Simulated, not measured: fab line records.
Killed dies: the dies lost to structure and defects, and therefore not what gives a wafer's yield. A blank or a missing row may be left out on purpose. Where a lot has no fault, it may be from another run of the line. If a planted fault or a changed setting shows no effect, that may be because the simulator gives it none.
Struck lot and sound lot, side by side    flow sky130    17 out of 708 route steps
Sound: the wafers L177.2, L177.5, L177.6. Wafers L184.3, L184.4, L184.6 were the ones struck. The cause is named last.
Per side, at each step with rows, come the tool, then ch with its chambers, and then its first start. Under that, the readings that differ: sound wafers    struck wafers    difference of the means    sigmas: that difference in standard deviations of wafers without a fault.
alike: a reading whose means differ by less than 2 such deviations, as well as words and numbers matching on both sides. not compared: withheld readings; readings where some wafer has no value; bounds like >300 that might hide an equal value; numbers whose values overlap and for which the record gives no deviation.
A row with sigmas, a row that says differs or no value, or rows on one side alone: a step with any of these is where the two part. Numbers that don't overlap but have no deviation are shown without sigmas and don't part them. A reading missing from all wafers of one side parts the sides only when that side holds two or more wafers.

SKY_LDD_P_OVL_MEAS_08:
  sound on overlay-02, day 19 08:06; struck on overlay-02, day 21 11:54
  alike: LDD_P_OVL
then, 1 step without rows for these wafers: SKY_LDD_P_IMPLANT_09.
SKY_LDD_P_STRIP_10: strips in O2/N2.
  sound on plasmaAsher-03 ch 0,1, day 19 08:17; struck on plasmaAsher-01 ch 0,1, day 21 12:07
reading                   sound              struck             difference  sigmas
stripTimeToEndpointS (s)  14.22 14.22 14.22  14.13 14.13 14.12  -0.09       -2
  alike: drypumpMotorCurrentA, oesProductAu
  not compared: rfHoursCounterH
SKY_LDD_P_TW_MEAS_11:
  sound on filmMetro-02, day 19 08:23; struck on filmMetro-02, day 21 12:12
  alike: LDD_P_TW
then, 7 steps without rows for these wafers: SKY_LDD_HVN_DEHYDRATE_00 (time 60 s); SKY_LDD_HVN_HMDS_01 (prime time 60 s); SKY_LDD_HVN_COAT_02 (resist thk 300 nm); SKY_LDD_HVN_SOFTBAKE_03 (time 60 s); SKY_LDD_HVN_EXPOSE_04 (exposes mask HVNTM, target cd 700 nm); SKY_LDD_HVN_PEB_05; SKY_LDD_HVN_DEVELOP_06 (develop time 60 s).
SKY_LDD_HVN_OVL_MEAS_07:
  sound on overlay-01, day 20 15:08; struck on overlay-02, day 22 18:31
reading           sound        struck         difference  sigmas
LDD_HVN_OVL (nm)  2.1 2.2 2.5  -1.1 1.0 -1.1  -2.7        -2
SKY_LDD_HVN_IMPLANT_08:
  sound on implanter-02 ch 0, day 20 15:11; struck on implanter-02 ch 0, day 22 18:35
reading            sound                 struck              difference  sigmas
tiltDeg (degrees)  39.990 39.992 39.986  0.013 0.000 -0.013  -39.989     -99 or more
  alike: beamOnS
SKY_LDD_HVN_STRIP_09: strips in O2/N2.
  sound on plasmaAsher-02 ch 0,1, day 20 15:19; struck on plasmaAsher-01 ch 0,1, day 22 18:43
  alike: drypumpMotorCurrentA, oesProductAu, stripTimeToEndpointS
  not compared: rfHoursCounterH
SKY_LDD_HVN_TW_MEAS_10:
  sound on filmMetro-01, day 20 15:25; struck on filmMetro-03, day 22 18:48
reading     sound           struck          difference  sigmas
LDD_HVN_TW  1432 1429 1423  1283 1275 1284  -147        -15
then, 1 step without rows for these wafers: SKY_LDD_HVP_DEHYDRATE_00 (time 60 s).
-- here the record skips 25 days between the struck wafers' starts before and after, leaving off in module LDD_HVP and picking up in module PAD_OPEN (first step shown: number 708 of the route) --
SKY_PAD_OPEN_PROBE_99:
  sound on prober-02, day 45 23:31; struck on prober-01, day 47 10:10
reading                               sound                 struck                difference  sigmas
model.etest.tip_n_5v.rsOhmSq          1381 1386 1379        987.4 974.3 978.5     -401.9      
model.etest.nfetG5v0d10v5.rOnOhmUm    1876 1913 1900        1799 1810 1811        -90         
model.etest.nfetG5v0d10v5.driveUaUm   608.1 600.1 605.8     638.6 623.4 635.2     +27.7       
model.etest.nfet_05v0_nvt.driveUaUm   576.4 566.8 578.7     597.1 588.4 590.8     +18.1       
model.etest.resNdiffHv.rsOhmSq        113.3 112.7 113.2     111.2 111.4 110.5     -2.0        
model.etest.nfetG5v0d10v5.vtSatV (V)  0.7674 0.7585 0.7618  0.7284 0.7365 0.7218  -0.0337     
  alike: killed_at_M0_to_M3, killed_at_M4_up, killedAtContacts, killedAtFrontEnd, killedAtOther, killedDies, killedOpen, killedShort
  not compared: model.etest.tip_n_5v.rsOhmSqRange, model.etest.ring_5v.delayPs

## WHERE THEY PART
Last at SKY_LDD_HVN_TW_MEAS_10 as far as this record goes, first at SKY_LDD_P_STRIP_10. Later steps at which nothing parts them and some readings are alike: SKY_PAD_OPEN_PROBE_99.

WHY: whatever the simulator had introduced
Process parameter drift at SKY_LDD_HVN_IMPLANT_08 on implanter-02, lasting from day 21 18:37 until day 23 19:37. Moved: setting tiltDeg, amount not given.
